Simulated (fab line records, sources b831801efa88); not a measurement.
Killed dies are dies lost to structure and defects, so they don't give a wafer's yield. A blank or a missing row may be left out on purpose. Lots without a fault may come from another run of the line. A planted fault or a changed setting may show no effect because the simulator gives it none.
One fault seen from 2 desks | flow sky130 | each desk has only its own numbers; what lay behind them comes last

THE METROLOGY DESK
What the gauges read, lot by lot, whatever tool the lot ran on: means of the sampled wafers that have a number. A lot is out of limits, marked OUT, if its mean lies more than 4 standard deviations from the usual mean; the brackets give that distance.
Columns: A = VT_ADJUST_HVTR_TW at SKY_VT_ADJUST_HVTR_TW_MEAS_11, usual 210.5; B = VT_ADJUST_PCH_OVL at SKY_VT_ADJUST_PCH_OVL_MEAS_07, usual -0.6 nm
lot  | first seen here | A               | B
L527 | day 9 18:10     | 210.4           | -1.7
L528 | day 10 05:35    | 212.4           | 1.0
L530 | day 10 21:49    | 184.3 (-15) OUT | -0.4
L531 | day 11 05:22    | 179.9 (-17) OUT | 1.4
L542 | day 14 12:04    | 209.5           | -1.3
L544 | day 15 01:01    | 210.3           | -0.4
L545 | day 15 10:22    | 212.5           | -0.7
L546 | day 15 11:15    | 212.4           | -1.2
L547 | day 15 19:11    | 209.8           | -2.4
L548 | day 16 09:07    | 209.9           | -0.2
L549 | day 16 15:52    | 208.5           | 0.3
This desk's finding: out of limits on L530, L531; first on L530, day 10 21:49 (VT_ADJUST_HVTR_TW at SKY_VT_ADJUST_HVTR_TW_MEAS_11). In limits: L527, L528, L542, L544, L545, L546, L547, L548, L549.

THE TOOL OWNER'S DESK: implanter-02
The tool's own readings at SKY_VT_ADJUST_HVTR_IMPLANT_09: means of the sampled wafers that have a number, for each lot that ran on this tool. A lot is out of limits, marked OUT, if its mean lies more than 4 standard deviations from the usual mean; the brackets give that distance.
Columns: A = dose_ions_cm2 at SKY_VT_ADJUST_HVTR_IMPLANT_09, usual 2.1002e+12; B = end_station_pressure_torr at SKY_VT_ADJUST_HVTR_IMPLANT_09, usual 5.01e-06 Torr; C = faraday_current_uA at SKY_VT_ADJUST_HVTR_IMPLANT_09, usual 11.84
lot  | first seen here | A                            | B        | C
L528 | day 10 05:20    | 2.0997e+12                   | 5.15e-06 | 11.90
L530 | day 10 21:36    | 1.2505e+12 (-99 or more) OUT | 4.68e-06 | 7.06 (-22) OUT
L531 | day 11 05:07    | 1.2499e+12 (-99 or more) OUT | 4.99e-06 | 7.07 (-22) OUT
L542 | day 14 11:49    | 2.0981e+12                   | 4.96e-06 | 11.97
L544 | day 15 00:46    | 2.1006e+12                   | 4.87e-06 | 11.76
L545 | day 15 10:07    | 2.0996e+12                   | 5.04e-06 | 11.84
L546 | day 15 11:00    | 2.1009e+12                   | 5.14e-06 | 11.98
L549 | day 16 15:39    | 2.1012e+12                   | 4.95e-06 | 11.61
This desk's finding: out of limits on L530, L531; first on L530, day 10 21:36 (dose_ions_cm2 at SKY_VT_ADJUST_HVTR_IMPLANT_09). In limits: L528, L542, L544, L545, L546, L549.

PUT TOGETHER
The tool owner's desk could have raised an alarm at day 10 21:36, on L530, L531.
The metrology desk could have raised an alarm at day 10 21:49, on L530, L531.
Of the lots named, all ran SKY_VT_ADJUST_HVTR_IMPLANT_09 on implanter-02.

WHAT THE SIMULATOR HAD PUT IN
Process parameter drift: implanter-02, from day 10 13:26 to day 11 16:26, at SKY_VT_ADJUST_HVTR_IMPLANT_09. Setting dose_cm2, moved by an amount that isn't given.
Lots struck among those shown: L530, L531.
Hours from the fault's start to each desk's first reading out of limits: the tool owner's desk, 8; the metrology desk, 8.
